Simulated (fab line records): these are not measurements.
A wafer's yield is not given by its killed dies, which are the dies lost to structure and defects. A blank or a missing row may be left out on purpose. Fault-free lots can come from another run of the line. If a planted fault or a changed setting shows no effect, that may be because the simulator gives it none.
Problem report in the 8D (eight disciplines) form, filled by code + flow sky130 + the parts of the form that need people (team, actions taken, sign-off) are left out

## 1. WHAT IS WRONG
Mean VT_ADJUST_HVTR_TW at SKY_VT_ADJUST_HVTR_TW_MEAS_11: 244.9 over 6 wafers in 2 lots; fault-free wafers: 210.9, standard deviation 2.2. That is +15 standard deviations from the usual mean.
The first sign was on wafer L399.2 at day 12 20:19, on film metro-03. Wafers with a number at this step in the record: 36, from 12 lots. By rule, "out" or "out of limits" means more than 4 standard deviations away from the usual mean. The rest of the wafers with a number are treated as sound.

## 2. WHAT IT IS, WHAT IT ISN'T
| question                    | is                     | is not                                                                                             |
|-----------------------------|------------------------|----------------------------------------------------------------------------------------------------|
| which readings at this step | VT_ADJUST_HVTR_TW      | -                                                                                                  |
| which lots                  | L399, L400             | L390, L391, L393, L396, L404, L405, L408, L409, L410, L411                                         |
| which wafers of those lots  | all that have a number | -                                                                                                  |
| read on which gauges        | film metro-03          | film metro-02, film metro-04                                                                       |
| when                        | from day 12 20:19      | up to then (12 sound wafers); but 18 sound wafers of L404, L405, L408, L409, L410, L411 came after |

## 3. THE SUSPECTS, EACH WITH WHAT RULES IT OUT
Counting: a tool stays on the suspect list if, at a process step up to the reading, it processed all lots that are out and no sound lot following the first of them.
- the gauge at SKY_VT_ADJUST_HVTR_TW_MEAS_11 has been ruled out. All the wafers that are out were read on film metro-03, but those of them that SKY_VT_ADJUST_HVTR_IMPLANT_09 has rows for are out there too, on other tools.
- implanter-02 at SKY_VT_ADJUST_HVTR_IMPLANT_09: ruled out as a lasting fault. The sound lots L411 went through it after L399, its earliest lot that is out (day 12 20:05).
Left after counting: nothing in the record.

## 4. THE CAUSE (what the simulator had put in)
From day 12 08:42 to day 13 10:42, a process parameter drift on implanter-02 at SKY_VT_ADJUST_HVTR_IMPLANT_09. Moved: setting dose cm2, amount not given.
It was ruled out by counting, in error; the rule expects a fault to strike all lots run on its tool from its start on, and this fault did not.

## 5. THE CHAIN OF EFFECTS, in route order
Rows list readings where the struck wafers' mean (over those with a number) sits beyond 3 standard deviations from the usual. Only readings for which the record gives a usual standard deviation are gone through. hours: the time from each lot's start at the first step in this table that gives one to its start at this step, as a median over the lots. sigmas: the change in usual standard deviations.
| hours | step                          | reading            | usual      | on struck wafers | change      | sigmas      |
|-------|-------------------------------|--------------------|------------|------------------|-------------|-------------|
| 0     | SKY_VT_ADJUST_HVTR_IMPLANT_09 | dose ions cm2      | 2.1007e+12 | 3.3626e+12       | +1.2618e+12 | +99 or more |
| 0     | SKY_VT_ADJUST_HVTR_IMPLANT_09 | faraday current uA | 11.84      | 19.23            | +7.39       | +35         |
| 0     | SKY_VT_ADJUST_HVTR_TW_MEAS_11 | VT_ADJUST_HVTR_TW  | 210.9      | 244.9            | +34.0       | +15         |
Its process steps:
- SKY_VT_ADJUST_HVTR_IMPLANT_09
Later steps that measure or inspect, where all struck wafers having a row at the step show a number for every such reading and not one has moved that far: SKY_SONOS_TUNNEL_CD_MEAS_07.

## 6. WHAT WOULD HAVE CAUGHT IT SOONER
12 hours passed between the start of the fault at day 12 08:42 and the first reading out of limits at a measuring or inspecting step in this record, taken at day 12 20:19.
At SKY_VT_ADJUST_HVTR_IMPLANT_09, the tool's own readings (dose ions cm2, faraday current uA) were out on each struck wafer the step has a row for, so an alarm limit on them would have fired on the first such wafer.
